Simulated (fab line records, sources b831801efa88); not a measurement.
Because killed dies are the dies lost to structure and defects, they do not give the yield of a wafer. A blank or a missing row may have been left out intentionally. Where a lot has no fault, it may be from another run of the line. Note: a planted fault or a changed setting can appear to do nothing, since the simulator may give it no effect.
Which tool is to blame? -- flow sky130 -- Sampling: 7 lots, 21 wafers, 4 of 708 route steps

WHAT THE GAUGES READ, wafer by wafer
SKY_METAL3_CD_MEAS_13: the cd target is 300 nm.
lot,measured,on,cdNm (nm)
L730,day 39 02:11,cdSem-01,298.3 299.5 297.7
L733,day 39 15:01,cdSem-01,280.0 282.8 296.3
L746,day 43 08:41,cdSem-01,299.2 301.7 298.1
L744,day 43 10:55,cdSem-01,298.3 298.9 297.8
L748,day 44 13:25,cdSem-02,300.4 302.7 300.3
L750,day 44 14:11,cdSem-02,298.2 299.1 299.7
L752,day 44 19:40,cdSem-02,300.7 300.0 300.2

EACH LOT AND THE TOOL THAT RAN IT (in order: tool; ch and the chambers of the sampled wafers; start)
lot,SKY_METAL2_METAL_ETCH_19,SKY_VIA2_CMP_02,SKY_METAL3_EXPOSE_10
L730,"rieMetal-04 ch 0,1, day 35 15:43","cmp-01 ch 0,2,3, day 35 16:38","krfScanner-01 ch 0, day 38 12:34"
L733,"rieMetal-02 ch 0,1, day 36 05:47","cmp-02 ch 1,2, day 36 06:42","krfScanner-02 ch 0, day 39 03:28"
L746,"rieMetal-04 ch 1, day 40 06:50","cmp-01 ch 0,2, day 40 07:50","krfScanner-02 ch 0, day 42 20:37"
L744,"rieMetal-04 ch 1, day 40 08:55","cmp-02 ch 1,2, day 40 09:50","krfScanner-02 ch 0, day 42 23:00"
L748,"rieMetal-01 ch 0,1, day 41 12:08","cmp-01 ch 0,1,3, day 41 13:26","krfScanner-02 ch 0, day 44 01:46"
L750,"rieMetal-04 ch 0,1, day 41 13:16","cmp-01 ch 0,3, day 41 14:13","krfScanner-02 ch 0, day 44 02:52"
L752,"rieMetal-02 ch 0, day 41 20:08","cmp-01 ch 1,2, day 41 21:02","krfScanner-01 ch 0, day 44 09:50"
- SKY_METAL2_METAL_ETCH_19: etches the open film in Cl2/BCl3, stops on SiO2, target depth 360 nm, time 78 s.
- SKY_VIA2_CMP_02: polishes SiO2.
- SKY_METAL3_EXPOSE_10: exposes mask MM3, target cd 300 nm.

THE ANSWER, worked out from the rows above alone
Rule: the usual values come from the lots themselves. The widest of any qualifying gaps counts: lots, ordered by their means at a reading, are off when they make up no more than a third of the lots, leave a main group of 4 or more, and stand apart from it by 3 or more times the standard deviation of that group's means. Not used: any main group whose means are identical at the precision the tables above print for the reading. A lot without any number at a reading at which 4 lots or more have one is off too. All remaining lots with rows at the step are treated as sound.
Off at SKY_METAL3_CD_MEAS_13 (cdNm): L733. The main group: mean 299.5 nm, standard deviation 1.
A tool fits if, at a process step before that reading, it ran every lot that is off, and no sound lot after the first of them. The gauges at SKY_METAL3_CD_MEAS_13 are tried like those tools. Not one of the candidates tried fits.

WHAT THE SIMULATOR PUT IN
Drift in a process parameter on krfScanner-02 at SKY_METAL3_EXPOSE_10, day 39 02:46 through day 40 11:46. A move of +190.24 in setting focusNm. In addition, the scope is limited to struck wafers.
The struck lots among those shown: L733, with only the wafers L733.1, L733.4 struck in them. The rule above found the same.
